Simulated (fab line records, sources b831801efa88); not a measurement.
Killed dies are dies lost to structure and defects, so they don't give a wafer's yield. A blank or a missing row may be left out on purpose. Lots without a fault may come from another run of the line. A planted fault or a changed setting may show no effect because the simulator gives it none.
A struck lot beside a sound one | flow sky130 | 15 steps out of a route of 708
Sound: wafers L144.2, L144.3, L144.5. Struck: wafers L146.1, L146.3, L146.4. The cause comes at the end.
At each step with rows: each side's tool, then ch and its chambers, then its first start. Under that, the readings that differ: sound wafers | struck wafers | difference of the means | sigmas: that difference in standard deviations of wafers without a fault.
alike: readings whose means differ by less than 2 such deviations, and words and numbers that are the same on both sides. not compared: withheld readings, readings that some wafer has no value for, bounds like >300 that may hide the same value, and numbers for which the record gives no deviation and whose values overlap.
The two part at a step that has a row with sigmas, a row that says differs or no value, or rows on one side only. Numbers that don't overlap but have no deviation are shown without sigmas and don't part them. A reading that every wafer of one side lacks parts them only if that side has two wafers or more.

SKY_NWELL_TW_MEAS_26:
  sound on film_metro-04, day 7 00:19; struck on film_metro-04, day 7 07:16
  alike: NWELL_2_TW
then, 1 step without rows for these wafers: SKY_NWELL_CLEAN_27 (cleans in SC1/SC2, time 150 s).
SKY_NWELL_RTA_28: time 30 s.
  sound on rtp_anneal-01 ch 0, day 7 00:26; struck on rtp_anneal-01 ch 0, day 7 07:23
  alike: chamber_o2_ppm, lamp_power_pct, ramp_down_c_per_s, wafer_temp_C_max
SKY_NWELL_RS_MEAS_29: measures by four-point-probe.
  sound on film_metro-04, day 7 00:33; struck on film_metro-02, day 7 07:29
  alike: NWELL_RS
SKY_NWELL_RS_MEAS_31: measures by four-point-probe.
  sound on film_metro-04, day 7 00:47; struck on film_metro-02, day 7 07:43
  alike: PWDE_RS
then, 6 steps without rows for these wafers: SKY_VT_ADJUST_HVTP_DEHYDRATE_00 (time 60 s); SKY_VT_ADJUST_HVTP_HMDS_01 (prime time 60 s); SKY_VT_ADJUST_HVTP_COAT_02 (resist thk 1140 nm); SKY_VT_ADJUST_HVTP_SOFTBAKE_03 (time 60 s); SKY_VT_ADJUST_HVTP_EXPOSE_04 (exposes mask HVTPM, target cd 380 nm); SKY_VT_ADJUST_HVTP_PEB_05.
SKY_VT_ADJUST_HVTP_DEVELOP_06: develop time 60 s.
  sound on litho_track-01 ch 0, day 7 19:01; struck on litho_track-03 ch 0, day 8 03:02
  alike: exhaust_pa
SKY_VT_ADJUST_HVTP_CD_MEAS_07: target cd 380 nm.
  sound on cd_sem-02, day 7 19:10; struck on cd_sem-02, day 8 03:28
  reading    | sound             | struck            | difference | sigmas
  cd_nm (nm) | 381.4 382.6 383.8 | 390.2 392.3 390.1 | +8.3       | +3
  not compared: hold
SKY_VT_ADJUST_HVTP_OVL_MEAS_08:
  sound on overlay-02, day 7 19:16; struck on overlay-01, day 8 09:01
  reading | sound | struck                                                                     | difference                   | sigmas
  hold    | - - - | await_dispo/4.5h/release await_dispo/4.5h/release await_dispo/4.5h/release | no value on the sound wafers |
  alike: VT_ADJUST_HVTP_OVL
-- the record jumps here: 40 days lie between the struck wafers' starts before and after (it left off in module VT_ADJUST_HVTP and takes up again in module PAD_OPEN, whose first step shown is number 708 of the route) --
SKY_PAD_OPEN_PROBE_99:
  sound on prober-02, day 47 10:23; struck on prober-02, day 47 21:16
  reading            | sound    | struck   | difference | sigmas
  killed_at_contacts | 39 26 36 | 21 15 16 | -16        | -3
  alike: killed_at_M0_to_M3, killed_at_M4_up, killed_at_front_end, killed_at_other, killed_dies, killed_open, killed_short

WHERE THEY PART
First at SKY_VT_ADJUST_HVTP_CD_MEAS_07; last, within this record, at SKY_PAD_OPEN_PROBE_99.

WHY: what the simulator had put in
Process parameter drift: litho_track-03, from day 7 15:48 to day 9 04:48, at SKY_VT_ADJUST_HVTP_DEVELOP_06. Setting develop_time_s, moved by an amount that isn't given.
